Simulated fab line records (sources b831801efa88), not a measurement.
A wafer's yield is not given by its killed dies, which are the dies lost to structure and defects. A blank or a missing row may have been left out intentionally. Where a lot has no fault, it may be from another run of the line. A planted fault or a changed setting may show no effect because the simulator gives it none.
Which tool was responsible? :: flow sky130 :: 14 lots with 42 wafers sampled at 5 steps, on a route of 708 steps

## WHAT THE GAUGES READ, wafer by wafer
SKY_PASSIVATION_THK_MEAS_01. Usual: PASSIVATION_CVD_00_THK typically reads 89.8 nm, with standard deviation 1.1.
lot: L328
measured: day 45 13:05
on: filmMetro-01
PASSIVATION_CVD_00_THK (nm): 89.3 88.8 89.9
flag: 

lot: L329
measured: day 45 21:33
on: filmMetro-04
PASSIVATION_CVD_00_THK (nm): 89.2 91.6 91.5
flag: 

lot: L331
measured: day 46 21:04
on: filmMetro-03
PASSIVATION_CVD_00_THK (nm): 88.2 89.8 90.4
flag: 

lot: L332
measured: day 47 00:34
on: filmMetro-03
PASSIVATION_CVD_00_THK (nm): 91.2 92.6 93.4
flag: 

lot: L333
measured: day 47 03:04
on: filmMetro-01
PASSIVATION_CVD_00_THK (nm): 88.8 91.1 90.1
flag: 

lot: L334
measured: day 47 06:17
on: filmMetro-03
PASSIVATION_CVD_00_THK (nm): 87.8 86.8 89.1
flag: 

lot: L335
measured: day 47 16:32
on: filmMetro-01
PASSIVATION_CVD_00_THK (nm): 89.7 87.9 89.6
flag: 

lot: L336
measured: day 47 22:08
on: filmMetro-03
PASSIVATION_CVD_00_THK (nm): 87.7 89.2 89.6
flag: 

lot: L339
measured: day 48 17:07
on: filmMetro-01
PASSIVATION_CVD_00_THK (nm): 88.7 89.5 91.4
flag: 

lot: L340
measured: day 49 00:04
on: filmMetro-03
PASSIVATION_CVD_00_THK (nm): 89.6 90.1 91.4
flag: 

lot: L342
measured: day 49 03:04
on: filmMetro-01
PASSIVATION_CVD_00_THK (nm): 89.8 90.6 90.5
flag: 

lot: L341
measured: day 49 03:57
on: filmMetro-03
PASSIVATION_CVD_00_THK (nm): 89.2 89.9 90.9
flag: 

lot: L350
measured: day 50 17:43
on: filmMetro-03
PASSIVATION_CVD_00_THK (nm): 88.3
flag: 

lot: L351
measured: day 50 21:28
on: filmMetro-03
PASSIVATION_CVD_00_THK (nm): 88.9 90.8
flag: 

## EACH LOT AND THE TOOL THAT RAN IT (in order: tool; ch and the chambers of the sampled wafers; start)
lot: L328
SKY_VIA4_CMP_02: cmp-02 ch 0,2,3, day 43 12:44
SKY_METAL5_SPUTTER_04: pvdSputter-01, day 44 13:13
SKY_METAL5_METAL_ETCH_15: rieMetal-01 ch 0,1, day 45 12:11
SKY_METAL5_STRIP_16: plasmaAsher-02 ch 0,1, day 45 12:25

lot: L329
SKY_VIA4_CMP_02: cmp-02 ch 0,1,2, day 43 21:55
SKY_METAL5_SPUTTER_04: pvdSputter-01, day 44 23:04
SKY_METAL5_METAL_ETCH_15: rieMetal-03 ch 0,1, day 45 20:41
SKY_METAL5_STRIP_16: plasmaAsher-03 ch 0,1, day 45 20:55

lot: L331
SKY_VIA4_CMP_02: cmp-02 ch 1,2, day 44 21:50
SKY_METAL5_SPUTTER_04: pvdSputter-03, day 45 21:57
SKY_METAL5_METAL_ETCH_15: rieMetal-01 ch 0,1, day 46 20:13
SKY_METAL5_STRIP_16: plasmaAsher-04 ch 0,1, day 46 20:28

lot: L332
SKY_VIA4_CMP_02: cmp-01 ch 1,2, day 45 01:16
SKY_METAL5_SPUTTER_04: pvdSputter-01, day 46 01:49
SKY_METAL5_METAL_ETCH_15: rieMetal-03 ch 0,1, day 46 23:46
SKY_METAL5_STRIP_16: plasmaAsher-03 ch 0,1, day 46 23:57

lot: L333
SKY_VIA4_CMP_02: cmp-02 ch 1,3, day 45 04:32
SKY_METAL5_SPUTTER_04: pvdSputter-01, day 46 04:40
SKY_METAL5_METAL_ETCH_15: rieMetal-01 ch 0, day 47 02:11
SKY_METAL5_STRIP_16: plasmaAsher-02 ch 0, day 47 02:25

lot: L334
SKY_VIA4_CMP_02: cmp-02 ch 1,3, day 45 07:52
SKY_METAL5_SPUTTER_04: pvdSputter-01, day 46 07:56
SKY_METAL5_METAL_ETCH_15: rieMetal-02 ch 0,1, day 47 05:25
SKY_METAL5_STRIP_16: plasmaAsher-04 ch 0,1, day 47 05:40

lot: L335
SKY_VIA4_CMP_02: cmp-01 ch 0,1, day 45 18:53
SKY_METAL5_SPUTTER_04: pvdSputter-04, day 46 18:42
SKY_METAL5_METAL_ETCH_15: rieMetal-01 ch 0,1, day 47 15:41
SKY_METAL5_STRIP_16: plasmaAsher-04 ch 0,1, day 47 15:55

lot: L336
SKY_VIA4_CMP_02: cmp-02 ch 1,2, day 46 01:19
SKY_METAL5_SPUTTER_04: pvdSputter-04, day 47 00:28
SKY_METAL5_METAL_ETCH_15: rieMetal-01 ch 0,1, day 47 21:17
SKY_METAL5_STRIP_16: plasmaAsher-02 ch 0,1, day 47 21:31

lot: L339
SKY_VIA4_CMP_02: cmp-01 ch 0,1, day 46 20:52
SKY_METAL5_SPUTTER_04: pvdSputter-01, day 47 19:20
SKY_METAL5_METAL_ETCH_15: rieMetal-03 ch 1, day 48 16:14
SKY_METAL5_STRIP_16: plasmaAsher-04 ch 0,1, day 48 16:28

lot: L340
SKY_VIA4_CMP_02: cmp-02 ch 0,3, day 47 03:31
SKY_METAL5_SPUTTER_04: pvdSputter-04, day 48 02:42
SKY_METAL5_METAL_ETCH_15: rieMetal-01 ch 1, day 48 23:11
SKY_METAL5_STRIP_16: plasmaAsher-02 ch 0,1, day 48 23:25

lot: L342
SKY_VIA4_CMP_02: cmp-01 ch 0,1,2, day 47 07:20
SKY_METAL5_SPUTTER_04: pvdSputter-01, day 48 05:46
SKY_METAL5_METAL_ETCH_15: rieMetal-02 ch 0,1, day 49 02:16
SKY_METAL5_STRIP_16: plasmaAsher-04 ch 0,1, day 49 02:27

lot: L341
SKY_VIA4_CMP_02: cmp-02 ch 0,3, day 47 07:58
SKY_METAL5_SPUTTER_04: pvdSputter-03, day 48 06:37
SKY_METAL5_METAL_ETCH_15: rieMetal-01 ch 0,1, day 49 03:10
SKY_METAL5_STRIP_16: plasmaAsher-04 ch 0,1, day 49 03:21

lot: L350
SKY_VIA4_CMP_02: cmp-02 ch 1,3, day 49 02:04
SKY_METAL5_SPUTTER_04: pvdSputter-01, day 49 22:50
SKY_METAL5_METAL_ETCH_15: rieMetal-01 ch 1, day 50 16:38
SKY_METAL5_STRIP_16: plasmaAsher-04 ch 0,1, day 50 16:52

lot: L351
SKY_VIA4_CMP_02: cmp-02 ch 1,2,3, day 49 06:05
SKY_METAL5_SPUTTER_04: pvdSputter-04, day 50 03:02
SKY_METAL5_METAL_ETCH_15: rieMetal-01 ch 0,1, day 50 20:35
SKY_METAL5_STRIP_16: plasmaAsher-03 ch 0,1, day 50 20:49
- SKY_VIA4_CMP_02: polishes SiO2.
- SKY_METAL5_SPUTTER_04: material TiN, target thk 70 nm, time 58.3 s.
- SKY_METAL5_METAL_ETCH_15: etches the open film in Cl2/BCl3, stops on SiO2, target depth 1260 nm, time 252 s.
- SKY_METAL5_STRIP_16: strips in O2/N2.

## AS READ BY THE TOOLS THEMSELVES (means over the sampled wafers that have a number; for cases with no such wafer, the mark the record gives instead)
SKY_VIA4_CMP_02. Usual: 12.1 A for motorCurrentA, sd 0.86.
lot: L328
tool: cmp-02
motorCurrentA (A): 11.8
flag: 

lot: L329
tool: cmp-02
motorCurrentA (A): 12.1
flag: 

lot: L331
tool: cmp-02
motorCurrentA (A): 12.4
flag: 

lot: L332
tool: cmp-01
motorCurrentA (A): 11.5
flag: 

lot: L333
tool: cmp-02
motorCurrentA (A): 12.7
flag: 

lot: L334
tool: cmp-02
motorCurrentA (A): 13.0
flag: 

lot: L335
tool: cmp-01
motorCurrentA (A): 11.8
flag: 

lot: L336
tool: cmp-02
motorCurrentA (A): 11.8
flag: 

lot: L339
tool: cmp-01
motorCurrentA (A): 11.7
flag: 

lot: L340
tool: cmp-02
motorCurrentA (A): 12.5
flag: 

lot: L342
tool: cmp-01
motorCurrentA (A): 12.2
flag: 

lot: L341
tool: cmp-02
motorCurrentA (A): 12.5
flag: 

lot: L350
tool: cmp-02
motorCurrentA (A): 13.1
flag: 

lot: L351
tool: cmp-02
motorCurrentA (A): 12.2
flag: 

SKY_METAL5_SPUTTER_04. Usual: chamberPressurePa 0.4000 Pa, standard deviation 0.00085; throttleValvePct 30.2 %, standard deviation 1.1.
lot: L328
tool: pvdSputter-01
chamberPressurePa (Pa): 0.4008
throttleValvePct (%): 30.3
flag: 

lot: L329
tool: pvdSputter-01
chamberPressurePa (Pa): 0.3997
throttleValvePct (%): 29.6
flag: 

lot: L331
tool: pvdSputter-03
chamberPressurePa (Pa): 0.4013
throttleValvePct (%): 29.8
flag: 

lot: L332
tool: pvdSputter-01
chamberPressurePa (Pa): 0.4003
throttleValvePct (%): 28.5
flag: 

lot: L333
tool: pvdSputter-01
chamberPressurePa (Pa): 0.4003
throttleValvePct (%): 29.7
flag: 

lot: L334
tool: pvdSputter-01
chamberPressurePa (Pa): 0.3993
throttleValvePct (%): 30.7
flag: 

lot: L335
tool: pvdSputter-04
chamberPressurePa (Pa): 0.4008
throttleValvePct (%): 30.8
flag: 

lot: L336
tool: pvdSputter-04
chamberPressurePa (Pa): 0.4015
throttleValvePct (%): 30.7
flag: 

lot: L339
tool: pvdSputter-01
chamberPressurePa (Pa): 0.4004
throttleValvePct (%): 29.9
flag: 

lot: L340
tool: pvdSputter-04
chamberPressurePa (Pa): 0.4004
throttleValvePct (%): 30.9
flag: 

lot: L342
tool: pvdSputter-01
chamberPressurePa (Pa): 0.4002
throttleValvePct (%): 28.6
flag: 

lot: L341
tool: pvdSputter-03
chamberPressurePa (Pa): 0.4003
throttleValvePct (%): 30.3
flag: 

lot: L350
tool: pvdSputter-01
chamberPressurePa (Pa): 0.3998
throttleValvePct (%): 30.5
flag: 

lot: L351
tool: pvdSputter-04
chamberPressurePa (Pa): 0.4009
throttleValvePct (%): 30.8
flag: 

SKY_METAL5_METAL_ETCH_15. Usual: drypumpMotorCurrentA 5.6 A, standard deviation 0.46; oesProductAu 0.894 a.u., standard deviation 0.0049; throttleValvePct 22.264 %, standard deviation 0.0091.
lot: L328
tool: rieMetal-01
drypumpMotorCurrentA (A): 5.6
oesProductAu (a.u.): 0.894
throttleValvePct (%): 22.260
flag: 

lot: L329
tool: rieMetal-03
drypumpMotorCurrentA (A): 6.0
oesProductAu (a.u.): 0.890
throttleValvePct (%): 22.258
flag: 

lot: L331
tool: rieMetal-01
drypumpMotorCurrentA (A): 5.6
oesProductAu (a.u.): 0.897
throttleValvePct (%): 22.271
flag: 

lot: L332
tool: rieMetal-03
drypumpMotorCurrentA (A): 5.8
oesProductAu (a.u.): 0.894
throttleValvePct (%): 22.264
flag: 

lot: L333
tool: rieMetal-01
drypumpMotorCurrentA (A): 5.8
oesProductAu (a.u.): 0.891
throttleValvePct (%): 22.256
flag: 

lot: L334
tool: rieMetal-02
drypumpMotorCurrentA (A): 5.7
oesProductAu (a.u.): 0.898
throttleValvePct (%): 22.268
flag: 

lot: L335
tool: rieMetal-01
drypumpMotorCurrentA (A): 5.6
oesProductAu (a.u.): 0.890
throttleValvePct (%): 22.258
flag: 

lot: L336
tool: rieMetal-01
drypumpMotorCurrentA (A): 5.6
oesProductAu (a.u.): 0.893
throttleValvePct (%): 22.253
flag: 

lot: L339
tool: rieMetal-03
drypumpMotorCurrentA (A): 6.4
oesProductAu (a.u.): 0.895
throttleValvePct (%): 22.255
flag: 

lot: L340
tool: rieMetal-01
drypumpMotorCurrentA (A): 5.1
oesProductAu (a.u.): 0.898
throttleValvePct (%): 22.255
flag: 

lot: L342
tool: rieMetal-02
drypumpMotorCurrentA (A): 6.0
oesProductAu (a.u.): 0.895
throttleValvePct (%): 22.252
flag: 

lot: L341
tool: rieMetal-01
drypumpMotorCurrentA (A): 5.3
oesProductAu (a.u.): 0.893
throttleValvePct (%): 22.268
flag: 

lot: L350
tool: rieMetal-01
drypumpMotorCurrentA (A): 5.1
oesProductAu (a.u.): 0.838
throttleValvePct (%): 22.268
flag: OFF

lot: L351
tool: rieMetal-01
drypumpMotorCurrentA (A): 5.6
oesProductAu (a.u.): 0.866
throttleValvePct (%): 22.260
flag: OFF

SKY_METAL5_STRIP_16. Usual: drypumpMotorCurrentA 5.6 A, standard deviation 0.57; n2FlowSccm 300.1 sccm, standard deviation 0.8; oesProductAu 0.710 a.u., standard deviation 0.0045; stripTimeToEndpointS 13.13 s, standard deviation 0.11.
lot: L328
tool: plasmaAsher-02
drypumpMotorCurrentA (A): 6.0
n2FlowSccm (sccm): 300.3
oesProductAu (a.u.): 0.712
stripTimeToEndpointS (s): 13.14
flag: 

lot: L329
tool: plasmaAsher-03
drypumpMotorCurrentA (A): 5.6
n2FlowSccm (sccm): 300.5
oesProductAu (a.u.): 0.711
stripTimeToEndpointS (s): 13.14
flag: 

lot: L331
tool: plasmaAsher-04
drypumpMotorCurrentA (A): 5.5
n2FlowSccm (sccm): 300.0
oesProductAu (a.u.): 0.711
stripTimeToEndpointS (s): 13.06
flag: 

lot: L332
tool: plasmaAsher-03
drypumpMotorCurrentA (A): 5.3
n2FlowSccm (sccm): 300.7
oesProductAu (a.u.): 0.712
stripTimeToEndpointS (s): 13.08
flag: 

lot: L333
tool: plasmaAsher-02
drypumpMotorCurrentA (A): 4.8
n2FlowSccm (sccm): 300.4
oesProductAu (a.u.): 0.709
stripTimeToEndpointS (s): 13.15
flag: 

lot: L334
tool: plasmaAsher-04
drypumpMotorCurrentA (A): 5.5
n2FlowSccm (sccm): 300.2
oesProductAu (a.u.): 0.709
stripTimeToEndpointS (s): 13.11
flag: 

lot: L335
tool: plasmaAsher-04
drypumpMotorCurrentA (A): 5.7
n2FlowSccm (sccm): 299.1
oesProductAu (a.u.): 0.714
stripTimeToEndpointS (s): 13.20
flag: 

lot: L336
tool: plasmaAsher-02
drypumpMotorCurrentA (A): 6.0
n2FlowSccm (sccm): 300.7
oesProductAu (a.u.): 0.705
stripTimeToEndpointS (s): 13.20
flag: 

lot: L339
tool: plasmaAsher-04
drypumpMotorCurrentA (A): 5.5
n2FlowSccm (sccm): 299.8
oesProductAu (a.u.): 0.713
stripTimeToEndpointS (s): 13.27
flag: 

lot: L340
tool: plasmaAsher-02
drypumpMotorCurrentA (A): 6.0
n2FlowSccm (sccm): 300.4
oesProductAu (a.u.): 0.707
stripTimeToEndpointS (s): 13.21
flag: 

lot: L342
tool: plasmaAsher-04
drypumpMotorCurrentA (A): 5.7
n2FlowSccm (sccm): 301.1
oesProductAu (a.u.): 0.713
stripTimeToEndpointS (s): 13.10
flag: 

lot: L341
tool: plasmaAsher-04
drypumpMotorCurrentA (A): 5.5
n2FlowSccm (sccm): 300.6
oesProductAu (a.u.): 0.709
stripTimeToEndpointS (s): 13.11
flag: 

lot: L350
tool: plasmaAsher-04
drypumpMotorCurrentA (A): 5.5
n2FlowSccm (sccm): 300.0
oesProductAu (a.u.): 0.707
stripTimeToEndpointS (s): 14.93
flag: OFF

lot: L351
tool: plasmaAsher-03
drypumpMotorCurrentA (A): 5.6
n2FlowSccm (sccm): 300.5
oesProductAu (a.u.): 0.707
stripTimeToEndpointS (s): 14.02
flag: OFF

## THE ANSWER, worked out from the rows above alone
Rule: a lot is off if the mean of its wafers that have a number lies more than 3 standard deviations from the usual mean. Also off: a lot with no number at a reading for which 4 or more lots have one. The other lots that the step has rows for count as sound. First the gauges in route order, then the tools' own readings, where a lot's mean is used as printed above. The first step at which some lot is off is used, and at that step the reading that is off furthest; a lot without a number counts as furthest.
Off: L350, L351 (SKY_METAL5_METAL_ETCH_15, oesProductAu).
A tool fits if, at that step or a process step before it, it ran every lot that is off, and no sound lot after the first of them. Can't be told from this: 2 tools fit, cmp-02 at SKY_VIA4_CMP_02, rieMetal-01 at SKY_METAL5_METAL_ETCH_15.

## WHAT THE SIMULATOR PUT IN
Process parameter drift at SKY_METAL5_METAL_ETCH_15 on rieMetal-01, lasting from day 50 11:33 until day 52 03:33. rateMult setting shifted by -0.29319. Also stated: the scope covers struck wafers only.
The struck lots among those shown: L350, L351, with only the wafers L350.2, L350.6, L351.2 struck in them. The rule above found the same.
